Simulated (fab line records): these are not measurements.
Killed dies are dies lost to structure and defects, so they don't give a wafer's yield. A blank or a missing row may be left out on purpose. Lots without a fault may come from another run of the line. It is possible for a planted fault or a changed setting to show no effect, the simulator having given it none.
Which of the tools did it?    flow gf180mcu    42 wafers from 14 lots sampled at 3 of the route's 602 steps

== WHAT THE GAUGES SHOWED, per wafer ==
GF_M4_OVL_MEAS_15. Usual: M4_OVL -1 nm, standard deviation 4.7.
lot   measured      on          M4_OVL (nm)  flag
L452  day 23 10:20  overlay-01  -3 3 2       
L453  day 24 01:20  overlay-02  -3 -3 0      
L454  day 24 04:34  overlay-02  -7 -1 0      
L456  day 25 01:02  overlay-01  -4 -3 2      
L457  day 25 05:19  overlay-02  5 -3 -1      
L458  day 26 00:29  overlay-01  6 -1 5       
L460  day 26 09:56  overlay-02  -3 -5 -5     
L462  day 26 23:56  overlay-02  0 -2 -5      
L464  day 27 21:59  overlay-02  0 2 -2       
L470  day 29 14:11  overlay-02  3 1 10       
L471  day 29 15:47  overlay-01  0 2 -1       
L472  day 29 20:05  overlay-01  -3 -3 -5     
L473  day 30 07:35  overlay-02  5 5 -2       
L475  day 30 12:23  overlay-01  -6 0 -3      

GF_V4_THK_MEAS_03. Usual: V4_CVD_02_THK 847 nm, standard deviation 10.
lot   measured      on             V4_CVD_02_THK (nm)  flag
L452  day 23 11:22  film-metro-04  842 847 844         
L453  day 24 02:23  film-metro-03  848 859 854         
L454  day 24 05:29  film-metro-03  834 847 852         
L456  day 25 01:56  film-metro-02  848 843 848         
L457  day 25 06:16  film-metro-02  839 840 860         
L458  day 26 01:24  film-metro-04  838 852 864         
L460  day 26 10:50  film-metro-03  843 845 863         
L462  day 27 00:53  film-metro-04  832 852 848         
L464  day 27 22:57  film-metro-04  837 849 839         
L470  day 29 15:06  film-metro-04  829 843 839         
L471  day 29 16:45  film-metro-04  842 837 849         
L472  day 29 20:59  film-metro-02  845 856 854         
L473  day 30 08:31  film-metro-03  842 851 841         
L475  day 30 13:17  film-metro-04  844 828 855         

GF_V4_THK_MEAS_25: measures by xrf. Usual: V4_W_THK 352 nm, standard deviation 7.1.
lot   measured      on             V4_W_THK (nm)  flag
L452  day 24 11:22  film-metro-04  353 361 358    
L453  day 25 01:44  film-metro-02  340 341 339    
L454  day 25 04:44  film-metro-04  360 351 362    
L456  day 26 00:37  film-metro-03  347 343 342    
L457  day 26 04:43  film-metro-02  357 345 360    
L458  day 26 23:47  film-metro-04  354 364 351    
L460  day 27 08:54  film-metro-02  343 340 340    
L462  day 27 22:55  film-metro-02  361 358 356    
L464  day 28 19:33  film-metro-03  363 362 360    
L470  day 30 10:52  film-metro-03  349 361 350    
L471  day 30 12:28  film-metro-04  343 357 355    
L472  day 30 17:18  film-metro-03  357 362 350    
L473  day 31 04:10  film-metro-03  362 362 351    
L475  day 31 08:08  film-metro-03  353 357 354    

== WHAT TOOL EACH LOT RAN ON (gives the tool, then ch and the chambers of the sampled wafers, and finally the start) ==
The record shows no process step preceding these readings.

== WHAT THE TOOLS THEMSELVES READ (means of the sampled wafers that have a number; where no wafer has one, the mark that the record gives instead) ==
The record holds no such reading with a usual standard deviation.

== THE ANSWER, worked out from the rows above alone ==
Rule: take the mean of a lot's wafers that have a number; if it is more than 3 standard deviations from the usual mean, the lot is off. A lot without any number at a reading at which 4 lots or more have one is off too. The other lots that the step has rows for count as sound. After the gauges, taken in route order, come the tools' own readings; for these a lot's mean is taken, as printed above. The first step at which some lot is off is used, and at that step the reading that is off furthest; a lot without a number counts as furthest.
No lot is off at any reading shown: from this, nothing can be told.

== WHAT THE SIMULATOR PUT IN ==
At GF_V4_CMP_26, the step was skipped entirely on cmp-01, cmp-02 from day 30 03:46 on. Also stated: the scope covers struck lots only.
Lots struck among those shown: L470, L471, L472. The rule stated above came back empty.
